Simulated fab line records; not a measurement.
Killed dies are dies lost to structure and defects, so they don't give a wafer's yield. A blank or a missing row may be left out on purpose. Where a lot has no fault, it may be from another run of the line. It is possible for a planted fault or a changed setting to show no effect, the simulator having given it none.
Struck lot and sound lot, side by side	flow sky130	15 out of 708 route steps
Sound: the wafers L318.2, L318.4, L318.6. Struck: wafer L314.1 (left out: L314.4, L314.5 of the same lot, which were not struck); the cause appears at the end.
Order at every step that has rows: each side's tool, ch and its chambers, its first start. Under that, the readings that differ: sound wafers	struck wafers	difference of the means	sigmas: that difference in standard deviations of wafers without a fault.
alike: a reading whose means differ by less than 2 such deviations, as well as words and numbers matching on both sides. not compared: withheld readings; readings where some wafer has no value; bounds like >300 that might hide an equal value; numbers whose values overlap and for which the record gives no deviation.
A row with sigmas, a row that says differs or no value, or rows on one side alone: a step with any of these is where the two part. Non-overlapping numbers with no deviation appear without sigmas and do not part them. A reading that every wafer of one side lacks parts them only if that side has two wafers or more.

first, 8 steps without rows for these wafers: SKY_POLY_GATE_DEHYDRATE_05 (time 60 s); SKY_POLY_GATE_HMDS_06 (prime time 60 s); SKY_POLY_GATE_COAT_07 (resist thk 110 nm); SKY_POLY_GATE_COAT_08 (resist thk 450 nm); SKY_POLY_GATE_SOFTBAKE_09 (time 90 s); SKY_POLY_GATE_EXPOSE_10 (exposes mask P1M, target cd 150 nm); SKY_POLY_GATE_PEB_11; SKY_POLY_GATE_DEVELOP_12 (develop time 60 s).
SKY_POLY_GATE_CD_MEAS_13: target cd 150 nm.
  sound on cd-sem-02, day 21 09:23; struck on cd-sem-02, day 19 04:47
  alike: cd-nm
SKY_POLY_GATE_OVL_MEAS_14:
  sound on overlay-01, day 21 09:29; struck on overlay-02, day 19 04:54
  alike: POLY_GATE_OVL
SKY_POLY_GATE_ETCH_15: etches BARC in N2/H2, stops on SiO2, time 118.5 s, target depth 110 nm.
  sound on rie-diel-01 ch 0,3, day 21 09:31; struck on rie-diel-03 ch 0, day 19 04:56
  alike: bias-w, chamber-pressure-mTorr, drypump-motor-current-A, oes-product-au, rf-fwd-power-W, throttle-valve-pct
  not compared: rf-hours-counter-h
SKY_POLY_GATE_ETCH_16: etches Si3N4 in CH3F/O2, stops on poly-Si, time 147.5 s, target depth 75 nm.
  sound on rie-diel-01 ch 0,3, day 21 09:36; struck on rie-diel-03 ch 0, day 19 05:01
reading	sound	struck	difference	sigmas
oes-product-au (a.u.)	0.634 0.638 0.637	0.647	+0.011	+2
  alike: O2_flow_sccm, bias-w, ch3f-flow-sccm, chamber-pressure-mTorr, drypump-motor-current-A, rf-fwd-power-W, throttle-valve-pct
  not compared: rf-hours-counter-h
SKY_POLY_GATE_ETCH_17: etches poly-Si in HBr/Cl2, stops on SiO2, target depth 180 nm, time 70.5 s.
  sound on rie-si-02 ch 0,1,2, day 21 09:42; struck on rie-si-01 ch 2, day 19 05:07
reading	sound	struck	difference	sigmas
bias-w (W)	99.95 100.07 100.28	99.47	-0.63	-2
over-etch-frac	0.56667 0.56667 0.56667	0.21016	-0.35651	
model.etch.depth-nm (nm)	179.5 181.7 175.8	138.7	-40.3	
model.POLY_GATE.feature-depth-nm (nm)	179.5 181.7 175.8	138.7	-40.3	
model.KrF-thick_of_POLY_GATE_COAT_08.thk-nm (nm)	143.4 139.5 146.3	163.2	+20.1	
  alike: chamber-pressure-mTorr, drypump-motor-current-A, oes-product-au, rf-fwd-power-W, throttle-valve-pct
  not compared: rf-hours-counter-h
SKY_POLY_GATE_STRIP_18: strips in O2/N2.
  sound on plasma-asher-04 ch 1, day 21 09:46; struck on plasma-asher-01 ch 0, day 19 05:10
reading	sound	struck	difference	sigmas
oes-product-au (a.u.)	0.354 0.358 0.373	0.373	+0.011	+2
strip-time-to-endpoint-s (s)	3.21 3.16 3.25	3.43	+0.22	+6
  alike: chamber-pressure-mTorr, drypump-motor-current-A
  not compared: rf-hours-counter-h
then, 1 step without rows for these wafers: SKY_POLY_GATE_CLEAN_19 (cleans in SC1/SC2, time 150 s).

WHERE THEY PART
Earliest at SKY_POLY_GATE_ETCH_16; latest, in this record, at SKY_POLY_GATE_STRIP_18.

WHY: what had been put in by the simulator
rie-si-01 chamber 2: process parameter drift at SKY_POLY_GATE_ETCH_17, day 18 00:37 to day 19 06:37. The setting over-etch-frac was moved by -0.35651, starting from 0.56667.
